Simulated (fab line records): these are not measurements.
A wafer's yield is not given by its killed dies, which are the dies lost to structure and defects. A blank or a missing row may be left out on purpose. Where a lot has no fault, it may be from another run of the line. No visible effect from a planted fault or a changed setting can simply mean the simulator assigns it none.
A struck lot beside a sound one | flow gf180mcu | 15 steps out of a route of 602
Sound: the wafers L872.1, L872.4, L872.5. Wafers struck: L879.2, L879.4, L879.6. The cause is given at the end.
For every step that has rows: the tool of each side, followed by ch and its chambers, followed by its first start. Under that, the readings that differ: sound wafers | struck wafers | difference of the means | sigmas: that difference in standard deviations of wafers without a fault.
alike: readings whose means differ by less than 2 such deviations, and words and numbers that are the same on both sides. not compared: withheld readings, readings that some wafer has no value for, bounds like >300 that may hide the same value, and numbers for which the record gives no deviation and whose values overlap.
A row with sigmas, a row that says differs or no value, or rows on one side alone: a step with any of these is where the two part. When numbers do not overlap yet have no deviation, they are printed without sigmas and do not part them. A reading missing from all wafers of one side parts the sides only when that side holds two or more wafers.

first, 3 steps without rows for these wafers: GF_V1_EXPOSE_11 (exposes mask Via1, target cd 260 nm); GF_V1_PEB_12 (peb time 90 s); GF_V1_DEVELOP_13 (develop time 60 s).
GF_V1_CD_MEAS_14: the cd target is 260 nm.
  sound: cd_sem-02 at day 18 13:38; struck: cd_sem-01 at day 21 07:13
  alike: cd_nm
GF_V1_OVL_MEAS_15:
  sound: overlay-02 at day 18 13:46; struck: overlay-01 at day 21 07:19
  alike: V1_OVL
GF_V1_ETCH_16: etches BARC in N2/H2.
  sound on rie_diel-01 ch 2,3, day 18 13:47; struck on rie_diel-04 ch 0,2, day 21 07:21
  alike: drypump_motor_current_A, oes_product_au, throttle_valve_pct
GF_V1_ETCH_17: etches SiO2 in C4F8/O2/Ar, stops on TiN, target depth 630 nm.
  sound: rie_diel-01 ch 2,3; struck: rie_diel-04 ch 0,2
  alike: oes_product_au
GF_V1_STRIP_18: strips in O2/N2.
  sound on plasma_asher-03 ch 0,1, day 18 13:55; struck on plasma_asher-02 ch 0,1, day 21 07:29
  alike: drypump_motor_current_A, heater_power_w, o2_flow_sccm, oes_product_au
  not compared: rf_hours_counter_h
then, 2 steps without rows for these wafers: GF_V1_STRIP_19 (strips in post etch residue remover, time 1200 s); GF_V1_CLEAN_20 (cleans in DIW).
GF_V1_SPUTTER_21: material Ti, target thk 15 nm, time 80.02 s.
  sound: pvd_sputter-04 at day 18 14:52; struck: pvd_sputter-01 at day 21 08:25
  alike: throttle_valve_pct
GF_V1_SPUTTER_22: material TiN, target thk 10 nm, time 40 s.
  sound: pvd_sputter-04 at day 18 14:55; struck: pvd_sputter-01 at day 21 08:29
  alike: throttle_valve_pct
GF_V1_CVD_23: deposits W, target thk 350 nm, time 105.05 s.
  sound on cvd_w-01 ch 0,1, day 18 14:58; struck on cvd_w-02 ch 0,1, day 21 08:31
  reading                          | sound             | struck            | difference | sigmas
  model.W_of_V1_CVD_23.thk_nm (nm) | 350.9 348.5 350.3 | 347.7 338.8 338.8 | -8.1       |
  alike: heater_power_w
GF_V1_RS_MEAS_24: measurement is done with a four-point probe.
  sound: film_metro-03 at day 18 15:04; struck: film_metro-02 at day 21 08:39
  alike: V1_W_RS
GF_PASSIVATION_PROBE_99:
  rows exist in the record for the sound wafers here (prober-01, day 29 13:07), none for the struck ones

## WHERE THEY PART
Only at GF_PASSIVATION_PROBE_99, within this record.

WHY: what had been put in by the simulator
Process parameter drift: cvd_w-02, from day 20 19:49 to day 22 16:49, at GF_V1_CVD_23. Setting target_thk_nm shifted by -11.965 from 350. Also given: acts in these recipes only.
